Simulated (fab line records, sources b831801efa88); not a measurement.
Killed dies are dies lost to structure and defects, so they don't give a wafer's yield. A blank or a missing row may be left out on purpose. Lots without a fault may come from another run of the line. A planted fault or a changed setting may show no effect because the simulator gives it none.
Tool commonality check | flow sky130 | 14 lots, 42 wafers sampled

WHY IT WAS OPENED
At SKY_RES_PROTECT_TW_MEAS_08 the reading POLY_GATE_TW is flagged on 2 of 14 lots. Wafers without a fault read 4011, standard deviation 29.
Rule: a lot is flagged when every wafer of it that has a number lies more than 4 standard deviations from that mean, or none has a number. The other lots count as sound.

lot  | measured     | on            | POLY_GATE_TW, wafer by wafer | flag
L274 | day 15 06:31 | film_metro-04 | 3993 3960 3960               |
L273 | day 15 07:46 | film_metro-02 | 4035 4034 4015               |
L275 | day 15 16:20 | film_metro-02 | 4004 4009 4015               |
L276 | day 16 11:20 | film_metro-04 | 3943 3968 3963               |
L277 | day 17 00:54 | film_metro-03 | 4050 4033 4021               |
L279 | day 17 02:30 | film_metro-03 | 4013 4007 4028               |
L280 | day 17 09:31 | film_metro-03 | 3981 3998 3976               |
L281 | day 18 01:00 | film_metro-04 | 3989 3971 3975               |
L282 | day 18 15:03 | film_metro-03 | 4040 4029 4041               |
L283 | day 18 18:20 | film_metro-04 | 3986 3987 3982               |
L290 | day 21 21:06 | film_metro-03 | 231 241 233                  | FLAGGED
L293 | day 22 05:11 | film_metro-04 | 239 230 229                  | FLAGGED
L294 | day 22 10:37 | film_metro-03 | 4022 4023 4035               |
L296 | day 23 06:48 | film_metro-03 | 4009 4018 4014               |
The numbers of the flagged lots are 234 on average: -3777 against the usual, or -99 or more standard deviations.

WHICH TOOL RAN EACH LOT
The record holds 1 process step before the reading, out of a route of 708 steps. In each cell: the tool, then ch and the chambers that the sampled wafers went through, then the start.
lot  | flag    | SKY_RES_PROTECT_DEVELOP_06
L274 |         | litho_track-01 ch 0, day 15 06:08
L273 |         | litho_track-02 ch 0, day 15 07:22
L275 |         | litho_track-02 ch 0, day 15 15:59
L276 |         | litho_track-03 ch 0, day 16 10:58
L277 |         | litho_track-01 ch 0, day 17 00:30
L279 |         | litho_track-03 ch 0, day 17 02:08
L280 |         | litho_track-02 ch 0, day 17 09:08
L281 |         | litho_track-01 ch 0, day 18 00:36
L282 |         | litho_track-01 ch 0, day 18 14:39
L283 |         | litho_track-03 ch 0, day 18 17:56
L290 | FLAGGED | litho_track-03 ch 0, day 21 20:44
L293 | FLAGGED | litho_track-03 ch 0, day 22 04:47
L294 |         | litho_track-01 ch 0, day 22 10:14
L296 |         | litho_track-01 ch 0, day 23 06:24
What these steps do:
- SKY_RES_PROTECT_DEVELOP_06: develop time 60 s.
- SKY_RES_PROTECT_TW_MEAS_08

FLAGGED OVER TOTAL, TOOL BY TOOL (the gauges that took the reading come last)
step                       | tool           | lots run | flagged | share of the flagged lots | sound lots run after its first flagged lot
SKY_RES_PROTECT_DEVELOP_06 | litho_track-01 | 6        | 0       | none                      | -
SKY_RES_PROTECT_DEVELOP_06 | litho_track-02 | 3        | 0       | none                      | -
SKY_RES_PROTECT_DEVELOP_06 | litho_track-03 | 5        | 2       | all                       | 0
SKY_RES_PROTECT_TW_MEAS_08 | film_metro-02  | 2        | 0       | none                      | -
SKY_RES_PROTECT_TW_MEAS_08 | film_metro-03  | 7        | 1       | some                      | 2 (L294,L296)
SKY_RES_PROTECT_TW_MEAS_08 | film_metro-04  | 5        | 1       | some                      | 0

WHAT THE TABLE ALLOWS
1 row of the table ran every flagged lot: litho_track-03 at SKY_RES_PROTECT_DEVELOP_06.
- litho_track-03 at SKY_RES_PROTECT_DEVELOP_06: 2 of its 5 lots flagged. Its last sound lot is L283 (day 18 17:56), its first flagged lot L290 (day 21 20:44): a fault that began between those two fits.
One tool is left: litho_track-03 at SKY_RES_PROTECT_DEVELOP_06.

WHAT THE SIMULATOR HAD PUT IN
Process parameter drift: litho_track-03, from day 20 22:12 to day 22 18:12, at SKY_RES_PROTECT_DEVELOP_06. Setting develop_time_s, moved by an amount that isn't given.
Lots struck among those shown: L290, L293. The rule above found the same.
